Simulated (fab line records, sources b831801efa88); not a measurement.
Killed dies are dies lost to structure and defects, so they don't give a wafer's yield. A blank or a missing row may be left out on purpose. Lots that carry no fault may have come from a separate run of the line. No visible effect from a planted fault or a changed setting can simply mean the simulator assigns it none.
fab line records	flow sky130
[record] lots = 6	wafers = 18	lastDay = 51
route steps=708 shown CONTACT@426 METAL1@434 PAD_OPEN@708
lots that met no fault: taken from a fault-free run of the same line
startH: hours from the record's first day to the start of the lot's first wafer shown	waitH: time in hours since the lot's previous step	" repeats the value in the row above	L1.1+2: a single row standing in for several wafers	- no value, or no start given	* or withheld: withheld	< > ~ a bound
route shown NAME@n: a module of which the file shows steps, and the number in the route of the first	usual: the fault-free wafers' mean and standard deviation	same: alike in all rows	chamber/n: place in a boat	sites: readings site by site	_std_site: standard deviation of those values	_edge_site: inner sites' mean taken away from outer sites' mean	radiusMm: how far each site lies from the wafer's centre	mask NAME#n: copy n	behind: the tool/chamber that last shaped the wafer	hold: the reason the lot was held/the length of the hold in hours/how it ended	device: names the non-switching transistor (n, p or np)	end of line: tests run on the same wafers once the route is complete	for a step that has no rows: nothing shown but its recipe	killed: at the first sort, the dies lost to defects and structure; wafer yield is something else	map: shows each die of a wafer: x if killed, . if not, _ if none is there
set.NAME: the setting the step ran with; set.NAME@STEP: the setting that earlier step ran with	model.NAME: the simulator's own value behind a step, which no gauge read
lots at selected steps of the route; one table per step, one row per wafer
services: when a tool's chamber went out of use (startH, in hours from the record's first day, below 0 if earlier), for how many hours, and the reason
[[steps]]
[step SKY_CONTACT_STRIP_20]
[recipe] chemistry = postEtchResidueRemover	timeS = 1200	tempC = 72.5
[step SKY_CONTACT_CLEAN_21]
[recipe] chemistry = IPA	timeS = 180	tempC = 25
[step SKY_CONTACT_CLEAN_22]
[recipe] chemistry = O3/DIW	dry = n2Spin
[step SKY_CONTACT_SPUTTER_23]
[recipe] material = TiN	targetThkNm = 20	chamberPressurePa = 5	powerW = 4000	timeS = 80
[usual] throttleValvePct = 29.8/1
lot.wafer	tool	chamber	startH	waitH	throttleValvePct
L630.2	pvdSputter-03	-	756.20	0.0	29.3
L630.3	"	-	"	"	28.9
L630.6	"	-	"	"	28.8
L633.1	pvdSputter-03	-	784.57	0.0	31.8
L633.2	"	-	"	"	29.1
L633.6	"	-	"	"	29.1
L639.1	pvdSputter-03	-	832.37	0.0	29.1
L639.2	"	-	"	"	29.1
L639.5	"	-	"	"	29.1
L641.3	pvdSputter-03	-	838.74	0.0	29.0
L641.4	"	-	"	"	28.3
L641.5	"	-	"	"	28.7
L645.1	pvdSputter-03	-	884.34	0.0	28.5
L645.3	"	-	"	"	29.0
L645.6	"	-	"	"	29.0
L650.1	pvdSputter-03	-	919.84	0.0	29.2
L650.2	"	-	"	"	28.7
L650.3	"	-	"	"	29.0
[step SKY_CONTACT_CVD_24]
[recipe] material = W	targetThkNm = 340	timeS = 102.12	tempC = 400	pressureTorr = 40
[step SKY_CONTACT_RS_MEAS_25]
[recipe] thkMeasGauge = four-point-probe	reads = W_of_CONTACT_CVD_24+TiN_of_CONTACT_SPUTTER_23
[usual] CONTACT_W_RS = 0.341/0.0032
lot.wafer	tool	chamber	startH	waitH	CONTACT_W_RS[ohm/sq]
L630.2	filmMetro-03	-	756.39	0.1	0.339
L630.3	"	-	"	"	0.340
L630.6	"	-	"	"	0.342
L633.1	filmMetro-02	-	784.74	0.1	0.339
L633.2	"	-	"	"	0.337
L633.6	"	-	"	"	0.334
L639.1	filmMetro-02	-	832.65	0.2	0.339
L639.2	"	-	"	"	0.343
L639.5	"	-	"	"	0.347
L641.3	filmMetro-02	-	838.95	0.1	0.340
L641.4	"	-	"	"	0.342
L641.5	"	-	"	"	0.344
L645.1	filmMetro-01	-	884.51	0.1	0.344
L645.3	"	-	"	"	0.341
L645.6	"	-	"	"	0.340
L650.1	filmMetro-02	-	920.01	0.1	0.337
L650.2	"	-	"	"	0.339
L650.3	"	-	"	"	0.336
[step SKY_CONTACT_THK_MEAS_26]
[recipe] thkMeasGauge = xrf	reads = W_of_CONTACT_CVD_24
[usual] CONTACT_W_THK = 330/4.6
lot.wafer	tool	chamber	startH	waitH	CONTACT_W_THK[nm]
L630.2	filmMetro-03	-	756.50	0.1	329
L630.3	"	-	"	"	325
L630.6	"	-	"	"	324
L633.1	filmMetro-02	-	784.86	0.1	336
L633.2	"	-	"	"	338
L633.6	"	-	"	"	339
L639.1	filmMetro-02	-	832.77	0.1	336
L639.2	"	-	"	"	332
L639.5	"	-	"	"	328
L641.3	filmMetro-02	-	839.05	0.1	334
L641.4	"	-	"	"	333
L641.5	"	-	"	"	330
L645.1	filmMetro-01	-	884.63	0.1	328
L645.3	"	-	"	"	331
L645.6	"	-	"	"	331
L650.1	filmMetro-02	-	920.13	0.1	334
L650.2	"	-	"	"	333
L650.3	"	-	"	"	335
[step SKY_CONTACT_CMP_27]
[recipe] stopOn = SiO2	tOverpolishS = 15	downForcePsi = 3.5	platenRpm = 60	targetThkNm = 0	padVelocityMS = 0.94248
[usual] motorCurrentA = 11.2/1.6	overpolishRunS = 15.001/0.0093	platenRpm = 60.00/0.043	timeToEndpointS = 82/3.4
lot.wafer	tool	chamber	startH	waitH	motorCurrentA	overpolishRunS	platenRpm	timeToEndpointS
L630.2	cmp-01	2	756.60	0.1	15.2	15.007	59.99	81
L630.3	"	0	"	"	10.7	15.009	59.96	80
L630.6	"	2	"	"	14.3	15.006	60.02	76
L633.2	cmp-01	0	784.97	0.1	10.4	14.995	60.10	77
L633.1	"	1	"	"	12.2	15.005	59.97	80
L633.6	"	3	"	"	9.2	14.994	60.03	80
L639.1	cmp-02	0	832.88	0.1	9.8	14.994	59.95	85
L639.2	"	1	"	"	12.8	15.003	59.95	82
L639.5	"	0	"	"	10.3	14.981	59.98	83
L641.3	cmp-01	0	839.09	0.0	11.0	15.004	60.08	81
L641.4	"	3	"	"	9.3	14.991	59.96	83
L641.5	"	1	"	"	12.7	15.000	59.92	88
L645.3	cmp-01	3	884.74	0.1	9.1	15.005	59.93	77
L645.1	"	0	"	"	11.0	15.012	60.09	78
L645.6	"	3	"	"	8.3	15.004	60.02	80
L650.2	cmp-02	0	920.24	0.1	9.6	15.008	60.02	84
L650.1	"	1	"	"	12.4	15.011	60.04	81
L650.3	"	2	"	"	11.2	15.002	60.06	78
[step SKY_METAL1_SPUTTER_00]
[recipe] material = Ti	targetThkNm = 15	powerW = 3000	timeS = 10	chamberPressurePa = 0.4
[step SKY_METAL1_SPUTTER_01]
[recipe] material = TiN	targetThkNm = 20	powerW = 6500	timeS = 16.7	chamberPressurePa = 0.4
[step SKY_METAL1_SPUTTER_02]
[recipe] material = AlCu	targetThkNm = 250	powerW = 10600	timeS = 13.3	chamberPressurePa = 0.4
[usual] throttleValvePct = 29.9/0.94
lot.wafer	tool	chamber	startH	waitH	throttleValvePct
L630.2	pvdSputter-02	-	756.89	0.0	30.9
L630.3	"	-	"	"	28.9
L630.6	"	-	"	"	28.6
L633.1	pvdSputter-01	-	785.27	0.0	28.8
L633.2	"	-	"	"	30.1
L633.6	"	-	"	"	29.5
L639.1	pvdSputter-02	-	833.18	0.0	31.1
L639.2	"	-	"	"	28.5
L639.5	"	-	"	"	28.7
L641.3	pvdSputter-02	-	839.44	0.0	31.2
L641.4	"	-	"	"	31.0
L641.5	"	-	"	"	28.7
L645.1	pvdSputter-04	-	885.04	0.0	31.0
L645.3	"	-	"	"	29.3
L645.6	"	-	"	"	29.3
L650.1	pvdSputter-01	-	920.54	0.0	29.5
L650.2	"	-	"	"	31.1
L650.3	"	-	"	"	28.8
[step SKY_METAL1_SPUTTER_03]
[recipe] material = Ti	targetThkNm = 5	powerW = 3000	timeS = 3.3	chamberPressurePa = 0.4
[usual] throttleValvePct = 30.0/0.92
lot.wafer	tool	chamber	startH	waitH	throttleValvePct
L630.2	pvdSputter-02	-	756.92	0.0	31.2
L630.3	"	-	"	"	28.9
L630.6	"	-	"	"	28.7
L633.1	pvdSputter-01	-	785.29	0.0	28.7
L633.2	"	-	"	"	29.9
L633.6	"	-	"	"	29.6
L639.1	pvdSputter-02	-	833.20	0.0	31.1
L639.2	"	-	"	"	28.6
L639.5	"	-	"	"	28.6
L641.3	pvdSputter-02	-	839.46	0.0	31.1
L641.4	"	-	"	"	31.0
L641.5	"	-	"	"	29.1
L645.1	pvdSputter-04	-	885.06	0.0	31.0
L645.3	"	-	"	"	29.5
L645.6	"	-	"	"	29.7
L650.1	pvdSputter-01	-	920.56	0.0	29.6
L650.2	"	-	"	"	31.1
L650.3	"	-	"	"	28.4
[step SKY_METAL1_SPUTTER_04]
[recipe] material = TiN	targetThkNm = 70	powerW = 6500	timeS = 58.3	chamberPressurePa = 0.4
[usual] throttleValvePct = 30.0/0.92
lot.wafer	tool	chamber	startH	waitH	throttleValvePct	model.TiN_of_METAL1_SPUTTER_04.thkNm
L630.2	pvdSputter-02	-	756.94	0.0	31.1	69.48
L630.3	"	-	"	"	28.7	69.86
L630.6	"	-	"	"	28.7	70.31
L633.1	pvdSputter-01	-	785.31	0.0	28.8	68.79
L633.2	"	-	"	"	29.9	69.38
L633.6	"	-	"	"	29.6	69.35
L639.1	pvdSputter-02	-	833.22	0.0	31.0	69.97
L639.2	"	-	"	"	28.7	70.6
L639.5	"	-	"	"	28.7	107.6
L641.3	pvdSputter-02	-	839.48	0.0	31.1	69.88
L641.4	"	-	"	"	30.9	69.9
L641.5	"	-	"	"	28.8	106.4
L645.1	pvdSputter-04	-	885.08	0.0	30.9	68.54
L645.3	"	-	"	"	29.7	70.82
L645.6	"	-	"	"	29.7	68.64
L650.1	pvdSputter-01	-	920.58	0.0	29.3	68.64
L650.2	"	-	"	"	30.8	68.49
L650.3	"	-	"	"	28.6	69.01
[step SKY_METAL1_RS_MEAS_05]
[recipe] thkMeasGauge = four-point-probe	reads = TiN_of_METAL1_SPUTTER_04+Ti_of_METAL1_SPUTTER_03+AlCu_of_METAL1_SPUTTER_02+TiN_of_METAL1_SPUTTER_01+Ti_of_METAL1_SPUTTER_00
[usual] METAL1_ALCU_RS = 0.1272/0.0016
lot.wafer	tool	chamber	startH	waitH	METAL1_ALCU_RS[ohm/sq]
L630.2	filmMetro-04	-	757.01	0.0	0.1255
L630.3	"	-	"	"	0.1252
L630.6	"	-	"	"	0.1285
L633.1	filmMetro-02	-	785.36	0.0	0.1284
L633.2	"	-	"	"	0.1259
L633.6	"	-	"	"	0.1278
L639.1	filmMetro-03	-	833.27	0.0	0.1266
L639.2	"	-	"	"	0.1261
L639.5	"	-	"	"	0.1251
L641.3	filmMetro-04	-	839.57	0.1	0.1264
L641.4	"	-	"	"	0.1253
L641.5	"	-	"	"	0.1251
L645.1	filmMetro-03	-	885.13	0.0	0.1285
L645.3	"	-	"	"	0.1285
L645.6	"	-	"	"	0.1310
L650.1	filmMetro-03	-	920.63	0.0	0.1260
L650.2	"	-	"	"	0.1256
L650.3	"	-	"	"	0.1266
[step SKY_METAL1_THK_MEAS_06]
[recipe] thkMeasGauge = xrf	reads = AlCu_of_METAL1_SPUTTER_02
[usual] METAL1_ALCU_THK = 249/3.4
lot.wafer	tool	chamber	startH	waitH	METAL1_ALCU_THK[nm]
L630.2	filmMetro-04	-	757.12	0.1	254
L630.3	"	-	"	"	254
L630.6	"	-	"	"	248
L633.1	filmMetro-02	-	785.48	0.1	248
L633.2	"	-	"	"	251
L633.6	"	-	"	"	250
L639.1	filmMetro-03	-	833.39	0.1	250
L639.2	"	-	"	"	252
L639.5	"	-	"	"	235
L641.3	filmMetro-04	-	839.67	0.1	253
L641.4	"	-	"	"	254
L641.5	"	-	"	"	236
L645.1	filmMetro-03	-	885.25	0.1	244
L645.3	"	-	"	"	245
L645.6	"	-	"	"	243
L650.1	filmMetro-03	-	920.75	0.1	252
L650.2	"	-	"	"	254
L650.3	"	-	"	"	252
[step SKY_METAL1_DEHYDRATE_07]
[recipe] tempC = 200	timeS = 60
[step SKY_METAL1_HMDS_08]
[recipe] primeTimeS = 60	primeTempC = 120
[step SKY_METAL1_COAT_09]
[recipe] resist = BARC	tempC = withheld	timeS = withheld	spinRpm = 3000	resistThkNm = 60
[step SKY_METAL1_COAT_10]
[recipe] resist = KrF-thick	spinRpm = 3000	resistThkNm = 450
[step SKY_METAL1_SOFTBAKE_11]
[recipe] tempC = 100	timeS = 90	resist = KrF-thick
[step SKY_METAL1_EXPOSE_12]
[recipe] maskId = MM1	na = 0.8	sourceShape = annular	sigmaInner = 0.55	sigmaOuter = 0.85	targetCdNm = 140	doseMj = 28
[step SKY_METAL1_PEB_13]
[recipe] pebTempC = withheld	pebTimeS = withheld	resist = KrF-thick
[step SKY_METAL1_DEVELOP_14]
[recipe] developTimeS = 60	resist = KrF-thick	devTempC = 21
[step SKY_METAL1_CD_MEAS_15]
[recipe] targetCdNm = 140
[usual] cdNm = 140.2/1.3
lot.wafer	tool	chamber	startH	waitH	cdNm
L630.2	cdSem-02	-	784.55	-	141.1
L630.3	"	-	"	"	139.8
L630.6	"	-	"	"	139.9
L633.1	cdSem-02	-	812.83	-	140.6
L633.2	"	-	"	"	141.5
L633.6	"	-	"	"	141.4
L639.1	cdSem-01	-	860.53	-	140.3
L639.2	"	-	"	"	138.6
L639.5	"	-	"	"	139.6
L641.3	cdSem-02	-	865.39	-	140.7
L641.4	"	-	"	"	141.3
L641.5	"	-	"	"	141.6
L645.1	cdSem-01	-	911.30	-	139.0
L645.3	"	-	"	"	138.3
L645.6	"	-	"	"	138.2
L650.1	cdSem-02	-	945.45	-	141.7
L650.2	"	-	"	"	140.5
L650.3	"	-	"	"	140.6
[step SKY_METAL1_OVL_MEAS_16]
[usual] METAL1_OVL = -6/5.5
lot.wafer	tool	chamber	startH	waitH	METAL1_OVL[nm]
L630.2	overlay-02	-	784.65	0.1	1
L630.3	"	-	"	"	3
L630.6	"	-	"	"	-9
L633.1	overlay-02	-	812.95	0.1	-5
L633.2	"	-	"	"	-9
L633.6	"	-	"	"	-9
L639.1	overlay-02	-	860.65	0.1	5
L639.2	"	-	"	"	0
L639.5	"	-	"	"	4
L641.3	overlay-01	-	865.48	0.1	-6
L641.4	"	-	"	"	-5
L641.5	"	-	"	"	-15
L645.1	overlay-01	-	911.42	0.1	-5
L645.3	"	-	"	"	-5
L645.6	"	-	"	"	-6
L650.1	overlay-02	-	945.57	0.1	-6
L650.2	"	-	"	"	0
L650.3	"	-	"	"	-17
[step SKY_METAL1_DESCUM_17]
[recipe] chemistry = O2	sourcePowerW = 150	biasPowerW = 0	pressureMtorr = 10	tempC = 40	timeS = 8
[step SKY_METAL1_ETCH_18]
[recipe] chemistry = N2/H2	target = BARC	ionEnergyEv = 200	biasW = 100	pressureMtorr = 30	n2FlowSccm = 100	h2FlowSccm = 200	icpW = 500	stopOn = SiO2	timeS = 45.9	targetDepthA = 600
[step SKY_METAL1_METAL_ETCH_19]
[recipe] targetDepthA = 3600	stopOn = SiO2	overEtchFrac = 0.3	timeS = 78	chemistry = Cl2/BCl3	resistSidewallDeg = 88	pressureMtorr = 10	icpW = 900	biasW = 48.5	Cl2_flow_sccm = 60	bcl3FlowSccm = 30
[step SKY_METAL1_STRIP_20]
[recipe] chemistry = O2/N2	powerW = 1400	pressureMtorr = 1500	platenTempC = withheld	o2FlowSccm = 3000	n2FlowSccm = 300	overashFraction = 0.5
[usual] drypumpMotorCurrentA = 5.2/0.33	oesProductAu = 0.343/0.0054	stripTimeToEndpointS = 2.70/0.056
lot.wafer	tool	chamber	startH	waitH	drypumpMotorCurrentA	oesProductAu	rfHoursCounterH	stripTimeToEndpointS
L630.2	plasmaAsher-01	0	784.87	0.1	5.7	0.348	97	2.77
L630.3	"	0	"	"	5.7	0.348	-	2.76
L630.6	"	1	"	"	4.8	0.348	-	2.75
L633.1	plasmaAsher-02	1	813.17	0.1	5.6	0.332	69	2.55
L633.2	"	0	"	"	5.1	0.348	69	2.71
L633.6	"	0	"	"	5.1	0.338	-	2.71
L639.1	plasmaAsher-01	1	861.05	0.1	4.8	0.349	105	2.71
L639.2	"	0	"	"	5.7	0.344	105	2.68
L639.5	"	0	"	"	5.7	0.351	-	2.71
L641.3	plasmaAsher-04	1	865.73	0.1	4.9	0.338	-	2.77
L641.4	"	0	"	"	5.2	0.343	-	2.74
L641.5	"	1	"	"	4.9	0.348	-	2.76
L645.1	plasmaAsher-02	0	911.64	0.1	5.1	0.345	79	2.67
L645.3	"	1	"	"	5.6	0.339	-	2.65
L645.6	"	1	"	"	5.6	0.346	-	2.70
L650.1	plasmaAsher-04	1	945.79	0.1	4.9	0.357	50	2.73
L650.2	"	0	"	"	5.2	0.352	50	2.78
L650.3	"	1	"	"	4.9	0.343	-	2.70
[step SKY_METAL1_STRIP_21]
[recipe] chemistry = postEtchResidueRemover	timeS = 1200	tempC = 72.5
lot.wafer	tool	chamber	startH	waitH	model.TiN_of_METAL1_SPUTTER_04.thkNm
L630.2	wetBench-02	3	784.97	0.1	69.05
L630.3	"	3	"	"	69.44
L630.6	"	3	"	"	69.89
L633.1	wetBench-03	0	813.27	0.1	68.37
L633.2	"	0	"	"	68.97
L633.6	"	0	"	"	68.94
L639.1	wetBench-02	2	861.15	0.1	69.54
L639.2	"	2	"	"	70.17
L639.5	"	2	"	"	107.1
L641.3	wetBench-03	0	865.79	0.0	69.46
L641.4	"	0	"	"	69.48
L641.5	"	0	"	"	106
L645.1	wetBench-04	3	911.74	0.1	68.12
L645.3	"	3	"	"	70.41
L645.6	"	3	"	"	68.22
L650.1	wetBench-04	0	945.89	0.1	68.23
L650.2	"	0	"	"	68.08
L650.3	"	0	"	"	68.59
[step SKY_METAL1_CLEAN_22]
[recipe] chemistry = IPA	timeS = 180	tempC = 25
[step SKY_PAD_OPEN_PROBE_99]
[usual] defectLimitedYield = 82.2/2.1	killed_at_M0_to_M3 = 44/7.4	killed_at_M4_up = 3.1/1.8	killedAtContacts = 25/6	killedAtFrontEnd = 15/4.4	killedAtOther = 0.3/0.49	killedDies = 88/10	killedOpen = 48/7.4	killedShort = 39/6.3	sort_bin_3_pad_short = 0.9/0.4	sort_bin_5_function = 10.5/1.5	sort_bin_6_memory = 6.5/1.3	sortNPass = 404/10	sortYieldPct = 82.2/2.1
[same] grossDies = 492	killedAtBackSide = 0	sort_bin_4_leakage[%] = 0	sort_bin_8_speed[%] = 0
lot.wafer	tool	chamber	startH	waitH	defectLimitedYield[%]	killed_at_M0_to_M3	killed_at_M4_up	killedAtContacts	killedAtFrontEnd	killedAtOther	killedDies	killedOpen	killedShort	sort_bin_3_pad_short[%]	sort_bin_5_function[%]	sort_bin_6_memory[%]	sortNPass	sortYieldPct[%]	model.etest.via1Chain.rcOhm
L630.2	prober-01	-	1097.95	0.1	79.9	47	2	24	26	0	99	58	41	1.2	11.4	7.5	393	79.9	16.34
L630.3	prober-01	-	1098.00	0.2	83.3	50	4	15	13	0	82	42	40	0.8	10.6	5.3	410	83.3	16.15
L630.6	prober-01	-	1098.15	0.2	77.8	56	1	34	18	0	109	57	52	2.2	10.4	9.6	383	77.8	16.97
L633.1	prober-01	-	1118.00	0.1	83.3	42	2	19	19	0	82	39	43	0.8	9.6	6.3	410	83.3	15.51
L633.2	prober-01	-	1118.05	0.1	82.5	48	4	24	9	1	86	42	44	1.0	10.6	5.9	406	82.5	15.69
L633.6	prober-01	-	1118.25	0.2	82.5	37	2	30	17	0	86	51	35	0.2	10.4	6.9	406	82.5	16
L639.1	prober-01	-	1154.17	0.1	79.3	58	3	18	23	0	102	61	41	1.2	11.2	8.3	390	79.3	15.55
L639.2	prober-01	-	1154.22	0.1	83.9	39	6	22	12	0	79	42	37	0.4	10.2	5.5	413	83.9	16.79
L639.5	prober-01	-	1154.37	0.2	86.8	38	3	13	11	0	65	31	34	0.6	7.1	5.5	427	86.8	18.74
L641.3	prober-02	-	1156.31	0.2	77.4	61	6	23	21	0	111	63	45	1.4	12.0	9.1	381	77.4	15.34
L641.4	prober-02	-	1156.36	0.2	80.3	50	6	22	19	0	97	48	49	1.0	10.4	8.3	395	80.3	15.73
L641.5	prober-02	-	1156.41	0.2	81.3	45	5	26	16	0	92	48	44	1.0	11.4	6.3	400	81.3	19.14
L645.1	prober-02	-	1188.88	0.1	82.5	44	1	27	14	0	86	58	28	0	11.6	5.9	406	82.5	16.76
L645.3	prober-02	-	1188.98	0.2	85.2	39	0	23	11	0	73	47	26	1.0	8.9	4.9	419	85.2	15.52
L645.6	prober-02	-	1189.13	0.2	81.3	40	3	30	19	0	92	51	41	0.8	11.4	6.5	400	81.3	17
L650.1	prober-02	-	1213.25	0.1	83.3	36	2	26	17	1	82	41	41	0.8	10.2	5.7	410	83.3	15.28
L650.2	prober-02	-	1213.30	0.1	83.9	41	4	24	8	2	79	41	38	1.2	9.1	5.7	413	83.9	17.73
L650.3	prober-02	-	1213.35	0.2	86.2	31	2	15	20	0	68	35	33	0.8	6.9	6.1	424	86.2	15.94
// killed by level:class
L630.2 CONTACT:geometricParticle:open=11 VIA3:geometricParticle:open=10 LI_CONTACT:geometricParticle:open=9 FIELD_ISO:geometricParticle:short=8 VIA1:geometricParticle:open=8 POLY_GATE:geometricParticle:open=7 VIA1:geometricParticle:short=7 POLY_GATE:geometricParticle:short=5
L630.3 VIA1:geometricParticle:open=10 METAL1:geometricParticle:short=9 VIA3:geometricParticle:open=7 VIA2:geometricParticle:open=5 FIELD_ISO:geometricParticle:open=4 VIA1:geometricParticle:short=4 CONTACT:geometricParticle:short=4 POLY_GATE:geometricParticle:open=3
L630.6 VIA1:geometricParticle:open=16 CONTACT:geometricParticle:open=11 LOCAL_INTERCONNECT:geometricParticle:short=10 VIA3:geometricParticle:open=9 METAL2:geometricParticle:short=8 LI_CONTACT:geometricParticle:open=7 METAL1:geometricParticle:short=7 POLY_GATE:geometricParticle:short=6
L633.1 CONTACT:geometricParticle:open=8 FIELD_ISO:geometricParticle:short=6 VIA1:geometricParticle:short=6 VIA1:geometricParticle:open=6 VIA3:geometricParticle:open=6 VIA2:geometricParticle:open=5 SPACER:geometricParticle:short=4 CONTACT:geometricParticle:short=4
L633.2 METAL1:geometricParticle:short=11 LI_CONTACT:geometricParticle:open=9 VIA2:geometricParticle:open=7 CONTACT:geometricParticle:short=6 VIA1:geometricParticle:open=6 VIA3:geometricParticle:open=6 CONTACT:geometricParticle:open=5 FIELD_ISO:geometricParticle:short=4
L633.6 LI_CONTACT:geometricParticle:open=13 VIA1:geometricParticle:open=10 CONTACT:geometricParticle:open=7 VIA3:geometricParticle:open=7 CONTACT:geometricParticle:short=6 METAL3:geometricParticle:short=5 FIELD_ISO:geometricParticle:short=4 METAL1:geometricParticle:short=4
L639.1 VIA1:geometricParticle:open=12 VIA3:geometricParticle:open=10 METAL2:geometricParticle:short=9 POLY_GATE:geometricParticle:open=7 CONTACT:geometricParticle:open=7 VIA2:geometricParticle:open=7 FIELD_ISO:geometricParticle:open=6 METAL1:geometricParticle:short=6
L639.2 CONTACT:geometricParticle:open=10 FIELD_ISO:geometricParticle:open=6 METAL2:geometricParticle:short=6 LI_CONTACT:geometricParticle:open=5 VIA1:geometricParticle:open=5 VIA1:geometricParticle:short=5 VIA3:geometricParticle:open=5 METAL3:geometricParticle:short=4
L639.5 VIA1:geometricParticle:open=10 VIA3:geometricParticle:open=8 FIELD_ISO:geometricParticle:short=6 METAL1:geometricParticle:short=5 VIA1:geometricParticle:short=5 LI_CONTACT:geometricParticle:open=4 VIA3:geometricParticle:short=4 LOCAL_INTERCONNECT:geometricParticle:short=3
L641.3 VIA1:geometricParticle:open=11 VIA3:geometricParticle:open=10 CONTACT:geometricParticle:open=10 METAL1:geometricParticle:short=10 VIA2:geometricParticle:open=9 POLY_GATE:geometricParticle:open=8 METAL2:geometricParticle:short=7 LI_CONTACT:geometricParticle:open=5
L641.4 VIA1:geometricParticle:open=13 VIA2:geometricParticle:open=10 CONTACT:geometricParticle:open=8 METAL2:geometricParticle:short=8 POLY_GATE:geometricParticle:short=6 LI_CONTACT:geometricParticle:open=6 VIA1:geometricParticle:short=6 CONTACT:geometricParticle:short=5
L641.5 METAL2:geometricParticle:short=10 CONTACT:geometricParticle:open=10 LI_CONTACT:geometricParticle:open=8 METAL1:geometricParticle:short=7 VIA1:geometricParticle:open=7 VIA2:geometricParticle:open=6 FIELD_ISO:geometricParticle:short=4 SPACER:geometricParticle:short=4
L645.1 VIA3:geometricParticle:open=12 CONTACT:geometricParticle:open=11 VIA1:geometricParticle:open=9 LI_CONTACT:geometricParticle:open=7 FIELD_ISO:geometricParticle:open=5 VIA1:geometricParticle:short=5 LOCAL_INTERCONNECT:geometricParticle:short=4 METAL2:geometricParticle:short=3
L645.3 CONTACT:geometricParticle:open=13 VIA1:geometricParticle:open=13 VIA2:geometricParticle:open=8 LOCAL_INTERCONNECT:geometricParticle:short=4 METAL1:geometricParticle:short=4 POLY_GATE:geometricParticle:open=3 LI_CONTACT:geometricParticle:open=3 VIA1:geometricParticle:short=3
L645.6 CONTACT:geometricParticle:open=12 VIA1:geometricParticle:open=10 METAL2:geometricParticle:short=9 LI_CONTACT:geometricParticle:open=8 VIA2:geometricParticle:open=7 FIELD_ISO:geometricParticle:short=5 LOCAL_INTERCONNECT:geometricParticle:short=5 LI_CONTACT:geometricParticle:short=4
L650.1 LI_CONTACT:geometricParticle:open=8 VIA2:geometricParticle:open=8 CONTACT:geometricParticle:open=7 VIA1:geometricParticle:open=7 METAL2:geometricParticle:short=6 FIELD_ISO:geometricParticle:short=5 POLY_GATE:geometricParticle:short=5 FIELD_ISO:geometricParticle:open=4
L650.2 CONTACT:geometricParticle:open=8 VIA1:geometricParticle:open=8 LI_CONTACT:geometricParticle:open=6 CONTACT:geometricParticle:short=6 VIA2:geometricParticle:open=6 METAL2:geometricParticle:short=6 VIA1:geometricParticle:short=5 VIA3:geometricParticle:open=5
L650.3 METAL2:geometricParticle:short=7 FIELD_ISO:geometricParticle:open=6 VIA2:geometricParticle:open=6 LI_CONTACT:geometricParticle:open=5 CONTACT:geometricParticle:open=5 POLY_GATE:geometricParticle:short=4 VIA1:geometricParticle:open=4 FIELD_ISO:geometricParticle:short=3
[[services]]
tool	chamber	startH	hours	kind
cmp-01	-	741.06	4.6	pm
cmp-02	-	744.04	4.0	pm
cmp-01	-	747.75	0.6	repair
cmp-02	-	751.67	0.9	repair
wetBench-02	-	763.78	1.9	pm
cmp-01	-	777.48	1.3	repair
cmp-01	-	780.97	1.6	repair
pvdSputter-02	1	807.30	-	consumableReplace:kit
pvdSputter-02	1	807.30	18.0	scheduledDown
pvdSputter-02	1	807.30	18.0	ventCycle
cmp-02	-	814.63	1.1	repair
pvdSputter-02	-	828.43	2.8	repair
wetBench-02	-	835.45	2.7	repair
pvdSputter-02	-	835.56	3.0	repair
cmp-02	-	838.21	3.4	repair
wetBench-04	-	844.44	1.9	pm
plasmaAsher-04	-	856.49	1.2	repair
cmp-01	-	860.10	0.2	repair
pvdSputter-01	-	865.98	2.0	repair
pvdSputter-01	0	911.07	-	consumableReplace:kit
pvdSputter-01	0	911.07	18.0	scheduledDown
cmp-01	-	912.00	4.0	pm
cmp-01	-	926.94	4.5	pm
cmp-01	-	931.99	0.6	repair
[[key]]
[firstSign] step = SKY_METAL1_THK_MEAS_06	reading = METAL1_ALCU_THK	direction = down	sigmas = 4.1	usual = 249	struck = 235
effect none on later readings
[modelEffect] step = SKY_METAL1_SPUTTER_04	value = TiN_of_METAL1_SPUTTER_04.thkNm	without = 70.56	struck = 107
[modelEffect] step = SKY_METAL1_STRIP_21	value = TiN_of_METAL1_SPUTTER_04.thkNm	without = 70.14	struck = 106.6
[modelEffect] step = SKY_PAD_OPEN_PROBE_99	value = etest.via1Chain.rcOhm	without = 17.04	struck = 18.94
metAt SKY_METAL1_SPUTTER_04
struckWafers L639.5,L641.5
onsetBetween 756.94 833.22
[fault] kind = processParameterDrift	tool = pvdSputter-02	chamber = -	onsetH = 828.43	steps = SKY_METAL1_SPUTTER_04	channel = targetThkNm	offset = 36.431	shape = step	endH = 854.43	scope = struckWafersOnly	actsIn = theseRecipesOnly	stated = 70
